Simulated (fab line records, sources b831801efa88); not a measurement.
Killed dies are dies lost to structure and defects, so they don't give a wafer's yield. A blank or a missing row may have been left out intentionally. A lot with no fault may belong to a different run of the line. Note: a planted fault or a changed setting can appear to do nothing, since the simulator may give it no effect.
Which of the tools did it? | flow gf180mcu | Sampling: 14 lots, 40 wafers, 3 of 602 route steps

## WHAT EACH GAUGE READ, for each wafer
GF_STI_CD_MEAS_12: the cd target is 220 nm. Usual: cd_nm 220.0 nm, standard deviation 0.99.
lot  | measured    | on        | cd_nm (nm)        | flag
L117 | day 2 01:05 | cd_sem-01 | 220.3 220.8 219.8 |
L118 | day 2 06:11 | cd_sem-02 | 221.8 221.2 220.9 |
L120 | day 2 17:07 | cd_sem-02 | 219.5 219.3 219.2 |
L121 | day 2 22:22 | cd_sem-02 | 219.3 219.6 219.5 |
L122 | day 3 03:26 | cd_sem-01 | 221.5 221.3 219.9 |
L123 | day 3 08:04 | cd_sem-01 | 219.0 219.9 220.1 |
L124 | day 3 13:25 | cd_sem-02 | 221.0 220.3       |
L126 | day 4 01:38 | cd_sem-02 | 220.5 220.4 220.5 |
L127 | day 4 04:29 | cd_sem-02 | 219.2 219.1 219.0 |
L128 | day 4 10:31 | cd_sem-01 | 219.8 220.0       |
L130 | day 4 20:32 | cd_sem-01 | 220.5 220.6 218.7 |
L132 | day 5 06:28 | cd_sem-02 | 219.6 218.7 219.3 |
L133 | day 5 11:14 | cd_sem-01 | 218.2 219.0 217.3 |
L136 | day 6 04:40 | cd_sem-02 | 220.2 218.9 218.8 |

GF_MVPSD_OVL_MEAS_07. Usual: MVPSD_OVL 0.6 nm, standard deviation 1.3.
lot  | measured    | on         | MVPSD_OVL (nm) | flag
L117 | day 5 00:40 | overlay-02 | -1.1 0.8 -0.1  |
L118 | day 5 06:49 | overlay-02 | 2.5 -0.8 1.6   |
L120 | day 5 19:10 | overlay-02 | -1.3 -0.4 -0.3 |
L121 | day 5 22:46 | overlay-01 | 1.0 4.1 2.4    |
L122 | day 6 07:20 | overlay-02 | 2.2 0.1 1.7    |
L123 | day 6 12:13 | overlay-02 | 0.1 -0.3 1.5   |
L124 | day 6 18:01 | overlay-01 | 2.8 3.0        |
L126 | day 7 06:43 | overlay-02 | 0.8 2.0 1.2    |
L127 | day 7 11:59 | overlay-02 | 1.8 1.3 0.1    |
L128 | day 7 17:28 | overlay-02 | 0.4 0.5        |
L130 | day 8 05:10 | overlay-01 | 1.0 1.1 0.5    |
L132 | day 8 19:46 | overlay-02 | 0.9 1.0 0.6    |
L133 | day 8 23:55 | overlay-02 | 0.0 2.5 2.6    |
L136 | day 9 18:19 | overlay-01 | -0.6 0.0 -0.2  |

GF_DUAL_GATE_OVL_MEAS_11. Usual: DUAL_GATE_OVL -0.5 nm, standard deviation 1.2.
lot  | measured     | on         | DUAL_GATE_OVL (nm) | flag
L117 | day 8 07:25  | overlay-02 | 0.2 -1.7 -3.0      |
L118 | day 8 14:44  | overlay-01 | 0.8 1.8 -0.9       |
L120 | day 9 04:16  | overlay-01 | -0.4 1.0 1.1       |
L121 | day 9 08:31  | overlay-02 | 1.6 0.4 0.2        |
L122 | day 9 18:49  | overlay-01 | -0.6 -3.1 -3.5     |
L123 | day 10 00:37 | overlay-02 | 0.1 -1.8 -1.6      |
L124 | day 10 06:34 | overlay-02 | 0.8 -0.7           |
L126 | day 10 22:37 | overlay-02 | -1.6 -2.7 -3.3     |
L127 | day 11 05:16 | overlay-02 | -2.3 -2.4 -1.6     |
L128 | day 11 11:49 | overlay-01 | -0.2 -0.1          |
L130 | day 12 03:36 | overlay-02 | -0.4 -0.1 -1.8     |
L132 | day 12 19:12 | overlay-01 | 0.0 0.9 0.2        |
L133 | day 13 00:07 | overlay-02 | -3.4 -1.9 0.0      |
L136 | day 13 21:30 | overlay-01 | 0.4 0.0 -0.4       |

## EACH LOT AND THE TOOL THAT RAN IT (in order: tool; ch and the chambers of the sampled wafers; start)
The record shows no process step preceding these readings.

## AS READ BY THE TOOLS THEMSELVES (means over the sampled wafers that have a number; for cases with no such wafer, the mark the record gives instead)
The record holds no such reading with a usual standard deviation.

## THE ANSWER, worked out from the rows above alone
Rule: lot off if the mean of its wafers having a number is beyond 3 standard deviations from the usual mean. Also off: a lot with no number at a reading for which 4 or more lots have one. Any other lot the step has rows for is counted as sound. The gauges are gone through in route order, then the tools' own readings, and for those a lot's mean is taken as printed above. At the first step where some lot is off, the reading lying furthest off is the one used; lots without a number count as furthest.
Across all readings shown, no lot is off: no conclusion can be drawn from this.

## WHAT WAS PUT IN BY THE SIMULATOR
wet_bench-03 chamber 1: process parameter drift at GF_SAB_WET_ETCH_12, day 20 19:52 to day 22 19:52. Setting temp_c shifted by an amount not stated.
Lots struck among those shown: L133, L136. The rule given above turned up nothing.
